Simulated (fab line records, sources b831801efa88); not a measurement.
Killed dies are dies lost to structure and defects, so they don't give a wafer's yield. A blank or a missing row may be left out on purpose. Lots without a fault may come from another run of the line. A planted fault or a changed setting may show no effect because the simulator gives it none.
Chamber matching | flow sky130 | SKY_FIELD_ISO_ETCH_17 on rie_si-01: 4 sister chambers
The step etches Si in HBr/Cl2/O2, target depth 342 nm, time 97.7 s. 4 wafers are shown with their chamber, then 8 later ones without.

WAFERS WITH THEIR CHAMBER
wafer  | chamber | drypump_motor_current_A (A)
L826.6 | 0       | 5.9
L836.3 | 3       | 5.4
L836.5 | 1       | 6.1
L842.1 | 2       | 5.5

WAFERS WITHOUT THEIR CHAMBER
wafer  | drypump_motor_current_A (A)
L842.4 | 6.1
L842.6 | 5.9
L843.1 | 5.5
L843.4 | 5.5
L843.6 | 5.9
L844.3 | 5.3
L844.4 | 6.1
L844.5 | 6.1

WHICH CHAMBER EACH WENT THROUGH
wafer  | from the rows above | in truth
L842.4 | 1                   | 1
L842.6 | 0                   | 0
L843.1 | 2                   | 2
L843.4 | 2                   | 2
L843.6 | 0                   | 0
L844.3 | 3                   | 3
L844.4 | 1                   | 1
L844.5 | 1                   | 1
Placed correctly: 8 of 8. Can't be placed from these rows: 0. Placed wrongly: 0.
How it was worked out, from the rows above alone: a wafer's distance from a chamber is the root of the sum, over the readings, of the square of ((its reading less the chamber's mean) divided by the reading's scatter). The wafer belongs to the nearest chamber; if the next one is less than 2 further off, it can't be placed. A chamber's mean is the mean of its shown wafers. The scatter: with one shown wafer a chamber, the root of the mean of the squares of how far each hidden wafer lies from its nearest shown one.
